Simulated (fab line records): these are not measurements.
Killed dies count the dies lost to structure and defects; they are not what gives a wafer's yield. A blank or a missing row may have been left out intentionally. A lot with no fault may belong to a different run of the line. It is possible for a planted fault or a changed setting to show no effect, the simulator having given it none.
Which tool did it? + flow sky130 + 36 wafers from 12 lots sampled at 5 of the route's 708 steps

== WHAT EACH GAUGE READ, for each wafer ==
SKY_SONOS_TUNNEL_CD_MEAS_07 targets a cd of 410 nm.
| lot  | measured     | on        | cd_nm (nm)        |
|------|--------------|-----------|-------------------|
| L585 | day 11 20:46 | cd_sem-01 | 408.4 406.0 407.7 |
| L586 | day 12 05:25 | cd_sem-02 | 412.0 408.8 410.5 |
| L590 | day 13 10:47 | cd_sem-02 | 409.9 409.7 409.8 |
| L591 | day 13 18:34 | cd_sem-02 | 411.3 409.0 412.2 |
| L593 | day 14 12:22 | cd_sem-01 | 404.0 405.4 404.8 |
| L595 | day 14 18:28 | cd_sem-01 | 409.9 411.3 410.1 |
| L600 | day 16 20:44 | cd_sem-01 | 408.7 408.4 409.3 |
| L601 | day 17 00:36 | cd_sem-02 | 409.8 411.6 409.8 |
| L602 | day 17 11:07 | cd_sem-01 | 412.3 411.3 413.4 |
| L603 | day 18 00:18 | cd_sem-01 | 414.9 415.4 415.9 |
| L604 | day 18 09:58 | cd_sem-02 | 415.3 414.0 415.2 |
| L607 | day 19 01:14 | cd_sem-02 | 413.3 411.3 412.8 |

SKY_SONOS_ONO_CD_MEAS_13 targets a cd of 410 nm.
| lot  | measured     | on        | cd_nm (nm)        |
|------|--------------|-----------|-------------------|
| L585 | day 13 04:37 | cd_sem-01 | 405.2 404.1 405.6 |
| L586 | day 13 12:31 | cd_sem-02 | 406.8 408.0 406.9 |
| L590 | day 14 18:05 | cd_sem-02 | 407.1 405.6 408.4 |
| L591 | day 15 06:31 | cd_sem-01 | 406.9 407.4 408.5 |
| L593 | day 16 04:49 | cd_sem-01 | 407.9 408.2 407.4 |
| L595 | day 16 06:09 | cd_sem-02 | 409.6 409.3 409.0 |
| L600 | day 18 08:50 | cd_sem-02 | 409.2 409.8 408.9 |
| L601 | day 18 12:50 | cd_sem-02 | 410.4 408.7 408.7 |
| L602 | day 18 23:31 | cd_sem-02 | 409.8 409.1 410.4 |
| L603 | day 19 13:30 | cd_sem-02 | 413.9 415.4 410.8 |
| L604 | day 19 23:09 | cd_sem-02 | 410.5 412.9 413.5 |
| L607 | day 20 13:44 | cd_sem-02 | 407.3 405.7 408.0 |

SKY_GATE_OXIDE_TW_MEAS_14.
| lot  | measured     | on            | GATE_OXIDE_TW     |
|------|--------------|---------------|-------------------|
| L585 | day 14 08:10 | film_metro-04 | 223.0 222.1 222.6 |
| L586 | day 14 16:05 | film_metro-01 | 220.3 221.9 220.3 |
| L590 | day 15 23:57 | film_metro-04 | 221.2 221.1 221.6 |
| L591 | day 16 13:22 | film_metro-01 | 230.2 229.0 228.9 |
| L593 | day 17 13:02 | film_metro-03 | 229.6 228.6 229.6 |
| L595 | day 17 13:24 | film_metro-03 | 221.3 221.5 222.0 |
| L600 | day 19 16:58 | film_metro-01 | 223.0 221.7 222.5 |
| L601 | day 19 22:32 | film_metro-01 | 222.6 222.4 223.4 |
| L602 | day 20 08:51 | film_metro-04 | 222.4 223.3 223.0 |
| L603 | day 21 00:56 | film_metro-01 | 220.4 221.7 220.8 |
| L604 | day 21 11:13 | film_metro-01 | 222.1 222.0 222.0 |
| L607 | day 21 22:24 | film_metro-01 | 220.4 220.5 221.4 |

== EACH LOT AND THE TOOL THAT RAN IT (in order: tool; ch and the chambers of the sampled wafers; start) ==
| lot  | SKY_VT_ADJUST_PCH_STRIP_09           | SKY_GATE_OXIDE_IMPLANT_11       |
|------|--------------------------------------|---------------------------------|
| L585 | plasma_asher-02 ch 0, day 10 21:11   | implanter-02 ch 0, day 14 07:47 |
| L586 | plasma_asher-02 ch 0,1, day 11 05:02 | implanter-02 ch 0, day 14 15:43 |
| L590 | plasma_asher-04 ch 0,1, day 12 08:50 | implanter-04 ch 0, day 15 23:37 |
| L591 | plasma_asher-04 ch 0,1, day 12 16:43 | implanter-04 ch 0, day 16 13:01 |
| L593 | plasma_asher-03 ch 0,1, day 13 10:44 | implanter-04 ch 0, day 17 12:41 |
| L595 | plasma_asher-04 ch 0,1, day 13 16:02 | implanter-03 ch 0, day 17 13:05 |
| L600 | plasma_asher-04 ch 0,1, day 15 16:59 | implanter-04 ch 0, day 19 16:37 |
| L601 | plasma_asher-03 ch 0, day 15 19:50   | implanter-04 ch 0, day 19 22:11 |
| L602 | plasma_asher-04 ch 0,1, day 16 07:20 | implanter-04 ch 0, day 20 08:32 |
| L603 | plasma_asher-03 ch 0,1, day 16 19:23 | implanter-02 ch 0, day 21 00:37 |
| L604 | plasma_asher-02 ch 0,1, day 17 04:00 | implanter-03 ch 0, day 21 10:53 |
| L607 | plasma_asher-04 ch 0,1, day 17 18:56 | implanter-04 ch 0, day 21 22:04 |
- SKY_VT_ADJUST_PCH_STRIP_09: strips in O2/N2.
- SKY_GATE_OXIDE_IMPLANT_11

== WHAT THE TOOLS THEMSELVES READ (means of the sampled wafers that have a number; where no wafer has one, the mark that the record gives instead) ==
SKY_VT_ADJUST_PCH_STRIP_09.
| lot  | tool            | drypump_motor_current_A (A) | oes_product_au (a.u.) | strip_time_to_endpoint_s (s) |
|------|-----------------|-----------------------------|-----------------------|------------------------------|
| L585 | plasma_asher-02 | 5.3                         | 0.721                 | 36.87                        |
| L586 | plasma_asher-02 | 5.2                         | 0.718                 | 36.84                        |
| L590 | plasma_asher-04 | 6.0                         | 0.722                 | 36.93                        |
| L591 | plasma_asher-04 | 6.0                         | 0.725                 | 36.95                        |
| L593 | plasma_asher-03 | 5.4                         | 0.724                 | 37.09                        |
| L595 | plasma_asher-04 | 6.0                         | 0.720                 | 36.88                        |
| L600 | plasma_asher-04 | 6.0                         | 0.724                 | 37.08                        |
| L601 | plasma_asher-03 | 5.6                         | 0.721                 | 36.85                        |
| L602 | plasma_asher-04 | 5.9                         | 0.725                 | 36.82                        |
| L603 | plasma_asher-03 | 5.5                         | 0.727                 | 36.85                        |
| L604 | plasma_asher-02 | 5.2                         | 0.722                 | 37.01                        |
| L607 | plasma_asher-04 | 6.0                         | 0.720                 | 36.99                        |

SKY_GATE_OXIDE_IMPLANT_11.
| lot  | tool         | beam_energy_keV |
|------|--------------|-----------------|
| L585 | implanter-02 | 10.000          |
| L586 | implanter-02 | 10.003          |
| L590 | implanter-04 | 9.998           |
| L591 | implanter-04 | 11.492          |
| L593 | implanter-04 | 11.494          |
| L595 | implanter-03 | 10.001          |
| L600 | implanter-04 | 9.998           |
| L601 | implanter-04 | 9.998           |
| L602 | implanter-04 | 10.004          |
| L603 | implanter-02 | 9.998           |
| L604 | implanter-03 | 10.001          |
| L607 | implanter-04 | 9.999           |

== THE ANSWER, worked out from the rows above alone ==
Rule: the lots themselves supply what counts as usual. Put in order of their means at a reading, lots are off if they are a third of the lots or fewer, leave a main group of 4 or more, and stand apart from it by a gap of 3 or more times the standard deviation of the main group's means; of several such gaps the widest counts. A main group whose means are all the same, to the digits that the tables above print for the reading, isn't used. Also off: a lot with no number at a reading for which 4 or more lots have one. All remaining lots with rows at the step are treated as sound. The gauges are gone through in route order, then the tools' own readings, and for those a lot's mean is taken as printed above. At the first step where some lot is off, the reading lying furthest off is the one used; lots without a number count as furthest.
Off: L591, L593, at SKY_GATE_OXIDE_TW_MEAS_14 (GATE_OXIDE_TW). For the main group the mean is 221.8 and the standard deviation 0.79.
A tool fits if, at a process step before that reading, it ran every lot that is off, and no sound lot after the first of them. Not tried: the gauges at SKY_GATE_OXIDE_TW_MEAS_14; whatever is off there is also off at SKY_GATE_OXIDE_IMPLANT_11, on other tools, and gauge error can't account for it. No candidate that was tried fits.

== WHAT WAS PUT IN BY THE SIMULATOR ==
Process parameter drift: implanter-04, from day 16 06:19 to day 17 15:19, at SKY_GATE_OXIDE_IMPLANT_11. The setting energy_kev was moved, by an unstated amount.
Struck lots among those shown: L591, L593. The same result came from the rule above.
